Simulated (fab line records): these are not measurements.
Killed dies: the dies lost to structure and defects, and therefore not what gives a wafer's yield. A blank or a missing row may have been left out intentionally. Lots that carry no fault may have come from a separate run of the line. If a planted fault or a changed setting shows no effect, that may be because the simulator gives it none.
The same fault as seen by 2 desks / flow gf180mcu / numbers are kept per desk, each desk with only its own; the story behind them comes last

FROM THE METROLOGY DESK
Lot by lot, what the gauges showed, no matter which tool ran the lot: averages of those sampled wafers that carry a number. The brackets show how far a lot's mean lies from the usual mean; more than 4 standard deviations puts the lot out of limits, marked OUT.
Columns: A = M2_ALCU_RS at GF_M2_RS_MEAS_05, usual 0.0702 ohm/sq; B = M2_ALCU_THK at GF_M2_THK_MEAS_06, usual 450 nm; C = cd nm at GF_M2_CD_MEAS_14, usual 279.8 nm; D = M2_OVL at GF_M2_OVL_MEAS_15, usual 2 nm
lot=L537; first seen here=day 18 20:31; A=0.0685; B=457; C=281.3; D=7
lot=L554; first seen here=day 25 05:01; A=0.0699; B=454; C=279.1; D=5
lot=L556; first seen here=day 25 11:22; A=0.0704; B=450; C=281.5; D=-9
lot=L558; first seen here=day 26 01:25; A=0.0705; B=444; C=278.4; D=-4
lot=L557; first seen here=day 26 03:26; A=0.0705; B=447; C=281.2; D=-1
lot=L559; first seen here=day 26 10:43; A=0.0703; B=453; C=278.7; D=8
This desk found nothing out of limits on any of the 6 lots.

AT THE TOOL OWNER'S DESK: plasma asher-02
The tool's own readings at GF_M2_STRIP_17 (strips in O2/N2): means of the sampled wafers that have a number, for each lot that ran on this tool. The brackets show how far a lot's mean lies from the usual mean; more than 4 standard deviations puts the lot out of limits, marked OUT.
Columns: A = chamber pressure mTorr at GF_M2_STRIP_17, usual 1500.0 mTorr; B = drypump motor current A at GF_M2_STRIP_17, usual 5.84 A; C = heater power w at GF_M2_STRIP_17, usual 341 W; D = oes product au at GF_M2_STRIP_17, usual 0.558 a.u.; E = strip time to endpoint s at GF_M2_STRIP_17, usual 7.89 s
lot=L554; first seen here=day 26 02:20; A=1500.5; B=6.05; C=352; D=0.559; E=7.91
This desk's finding: nothing out of limits on the one lot.

PUT TOGETHER
Nothing out of limits was seen by the metrology desk.
The tool owner's desk saw nothing out of limits.

WHAT THE SIMULATOR HAD INSERTED
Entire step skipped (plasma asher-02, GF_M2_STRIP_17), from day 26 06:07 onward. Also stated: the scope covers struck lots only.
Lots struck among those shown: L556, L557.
